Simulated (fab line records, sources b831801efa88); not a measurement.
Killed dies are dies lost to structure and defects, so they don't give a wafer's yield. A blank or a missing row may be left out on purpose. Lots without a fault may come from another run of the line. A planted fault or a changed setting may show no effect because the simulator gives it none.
A struck lot beside a sound one | flow sky130 | 15 steps out of a route of 708
Sound: wafers L235.2, L235.4, L235.5. Struck: wafers L247.3, L247.5, L247.6. The cause comes at the end.
At each step with rows: each side's tool, then ch and its chambers, then its first start. Under that, the readings that differ: sound wafers | struck wafers | difference of the means | sigmas: that difference in standard deviations of wafers without a fault.
alike: readings whose means differ by less than 2 such deviations, and words and numbers that are the same on both sides. not compared: withheld readings, readings that some wafer has no value for, bounds like >300 that may hide the same value, and numbers for which the record gives no deviation and whose values overlap.
The two part at a step that has a row with sigmas, a row that says differs or no value, or rows on one side only. Numbers that don't overlap but have no deviation are shown without sigmas and don't part them. A reading that every wafer of one side lacks parts them only if that side has two wafers or more.

first, 7 steps without rows for these wafers: SKY_LDD_N_DEHYDRATE_00 (time 60 s); SKY_LDD_N_HMDS_01 (prime time 60 s); SKY_LDD_N_COAT_02 (resist thk 300 nm); SKY_LDD_N_SOFTBAKE_03 (time 60 s); SKY_LDD_N_EXPOSE_04 (exposes mask NTM, target cd 840 nm); SKY_LDD_N_PEB_05; SKY_LDD_N_DEVELOP_06 (develop time 60 s).
SKY_LDD_N_OVL_MEAS_07:
  sound on overlay-01, day 19 14:04; struck on overlay-02, day 23 22:34
  alike: LDD_N_OVL
then, 4 steps without rows for these wafers: SKY_LDD_N_IMPLANT_08; SKY_LDD_N_IMPLANT_09; SKY_LDD_N_IMPLANT_10; SKY_LDD_N_IMPLANT_11.
SKY_LDD_N_IMPLANT_12:
  sound on implanter-04 ch 0, day 19 14:43; struck on implanter-03 ch 0, day 23 23:15
  reading            | sound                         | struck                        | difference | sigmas
  dose_ions_cm2      | 4.997e+12 4.993e+12 5.002e+12 | 7.181e+12 7.179e+12 7.175e+12 | +2.181e+12 | +99 or more
  faraday_current_uA | 28.6 28.5 28.5                | 41.6 40.6 41.7                | +12.8      | +24
  alike: tilt_deg
then, 1 step without rows for these wafers: SKY_LDD_N_IMPLANT_13.
-- the record jumps here: 26 days lie between the struck wafers' starts before and after (it left off in module LDD_N and takes up again in module PAD_OPEN, whose first step shown is number 708 of the route) --
SKY_PAD_OPEN_PROBE_99:
  sound on prober-01, day 46 21:26; struck on prober-01, day 49 15:04
  reading                                 | sound                | struck               | difference | sigmas
  model.etest.nfet_01v8_lvt.vt_sat_v (V)  | 0.5429 0.5386 0.5459 | 0.5765 0.5654 0.5747 | +0.0297    |
  model.etest.sram_nfet_pass.vt_sat_v (V) | 0.5706 0.5732 0.5578 | 0.5876 0.5897 0.5964 | +0.0240    |
  model.etest.nfet_01v8.vt_sat_v (V)      | 0.6491 0.6541 0.6546 | 0.6791 0.6703 0.6763 | +0.0226    |
  model.etest.nfet_01v8_lvt.vt_v (V)      | 0.6173 0.6118 0.6178 | 0.6265 0.6209 0.63   | +0.0102    |
  model.etest.nfet_01v8.vt_v (V)          | 0.7037 0.7061 0.7054 | 0.7143 0.7102 0.7131 | +0.0075    |
  model.etest.nfet_01v8_swapped.vt_v (V)  | 0.7043 0.7062 0.7053 | 0.7136 0.7092 0.7124 | +0.0065    |
  alike: killed_at_M0_to_M3, killed_at_M4_up, killed_at_contacts, killed_at_front_end, killed_at_other, killed_dies, killed_open, killed_short

WHERE THEY PART
Only at SKY_LDD_N_IMPLANT_12, within this record. Later steps at which nothing parts them and some readings are alike: SKY_PAD_OPEN_PROBE_99.

WHY: what the simulator had put in
Process parameter drift: implanter-03, from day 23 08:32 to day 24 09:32, at SKY_LDD_N_IMPLANT_12. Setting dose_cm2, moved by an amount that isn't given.
